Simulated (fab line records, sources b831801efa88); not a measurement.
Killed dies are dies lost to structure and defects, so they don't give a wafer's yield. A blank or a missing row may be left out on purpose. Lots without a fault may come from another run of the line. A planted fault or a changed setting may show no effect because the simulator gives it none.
A struck lot beside a sound one | flow gf180mcu | 14 steps out of a route of 602
Sound: wafers L796.2, L796.3, L796.5. Struck: wafers L788.4, L788.5, L788.6. The cause comes at the end.
At each step with rows: each side's tool, then ch and its chambers, then its first start. Under that, the readings that differ: sound wafers | struck wafers | difference of the means | sigmas: that difference in standard deviations of wafers without a fault.
alike: readings whose means differ by less than 2 such deviations, and words and numbers that are the same on both sides. not compared: withheld readings, readings that some wafer has no value for, bounds like >300 that may hide the same value, and numbers for which the record gives no deviation and whose values overlap.
The two part at a step that has a row with sigmas, a row that says differs or no value, or rows on one side only. Numbers that don't overlap but have no deviation are shown without sigmas and don't part them. A reading that every wafer of one side lacks parts them only if that side has two wafers or more.

GF_DUAL_GATE_OVL_MEAS_11:
  sound on overlay-01, day 12 16:53; struck on overlay-01, day 10 05:41
  alike: DUAL_GATE_OVL
then, 1 step without rows for these wafers: GF_DUAL_GATE_WET_ETCH_12 (etches SiO2 in dHF, target depth 13 nm, time 260 s).
GF_DUAL_GATE_STRIP_13: strips in O2/N2.
  sound on plasma_asher-01 ch 0,1, day 12 16:59; struck on plasma_asher-04 ch 0,1, day 10 05:49
  alike: drypump_motor_current_A, heater_power_w, oes_product_au, strip_time_to_endpoint_s
  not compared: rf_hours_counter_h
then, 3 steps without rows for these wafers: GF_DUAL_GATE_CLEAN_14 (cleans in SC1/SC2, time 150 s); GF_DUAL_GATE_OXIDATION_15 (stabilise 600 s, purge 300 s, target thk 7.098 nm); GF_POLY_GATE_CVD_00 (deposits poly-Si, target thk 200 nm, time 1200 s).
GF_POLY_GATE_THK_MEAS_01:
  sound on film_metro-03, day 12 20:08; struck on film_metro-01, day 10 09:04
  alike: POLY_GATE_CVD_00_THK
then, 5 steps without rows for these wafers: GF_POLY_GATE_DEHYDRATE_02 (time 60 s); GF_POLY_GATE_HMDS_03 (prime time 60 s); GF_POLY_GATE_COAT_04; GF_POLY_GATE_COAT_05 (resist thk 700 nm); GF_POLY_GATE_SOFTBAKE_06 (time 60 s).
GF_POLY_GATE_EXPOSE_07: exposes mask Poly2, target cd 280 nm.
  sound on krf_scanner-02 ch 0, day 13 06:23; struck on krf_scanner-01, day 10 17:56
  no value came back on the struck wafers for exposure_dose_mJ_cm2, focus_offset_nm (nm), na, reticle_temp_C (C); on the sound wafers exposure_dose_mJ_cm2 reads 27.989 27.969 27.966
  alike: mask
then, 1 step without rows for these wafers: GF_POLY_GATE_PEB_08 (peb time 90 s).

WHERE THEY PART
Only at GF_POLY_GATE_EXPOSE_07, within this record.

WHY: what the simulator had put in
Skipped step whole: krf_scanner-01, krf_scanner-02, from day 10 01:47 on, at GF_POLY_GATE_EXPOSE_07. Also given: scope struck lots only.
